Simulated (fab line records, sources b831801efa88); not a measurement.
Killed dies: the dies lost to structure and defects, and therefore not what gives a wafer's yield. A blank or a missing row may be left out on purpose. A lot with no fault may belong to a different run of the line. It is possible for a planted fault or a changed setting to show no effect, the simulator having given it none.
Chamber matching    flow sky130    cmp-01 running SKY_LI_CONTACT_CMP_02: 4 sister chambers
The step polishes PSG. 4 wafers are shown with their chamber, then 7 later ones without.

== WAFERS, EACH WITH ITS CHAMBER ==
wafer   chamber  motor-current-A (A)
L769.3  3        12.3
L772.2  2        13.2
L775.2  1        9.5
L775.3  0        14.8

== WAFERS WHOSE CHAMBER IS MISSING ==
wafer   motor-current-A (A)
L775.4  14.4
L776.4  13.3
L776.5  9.1
L776.6  13.3
L777.1  11.9
L777.3  13.3
L777.5  12.0

== EACH ONE'S CHAMBER ==
wafer    from the rows above   in truth
L775.4   0                     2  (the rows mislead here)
L776.4   2                     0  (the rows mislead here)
L776.5   1                     1
L776.6   2                     2
L777.1   3                     3
L777.3   2                     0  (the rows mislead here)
L777.5   3                     3
Correct placement for 4 of the 7. Not placeable from these rows: 0. 3 placed wrongly.
How it was worked out, from the rows above alone: a wafer's distance from a chamber is the root of the sum, over the readings, of the square of ((its reading less the chamber's mean) divided by the reading's scatter). The wafer belongs to the nearest chamber; if the next one is less than 2 further off, it can't be placed. Each chamber's mean is taken over the wafers shown for it. The scatter: with one shown wafer a chamber, the root of the mean of the squares of how far each hidden wafer lies from its nearest shown one.
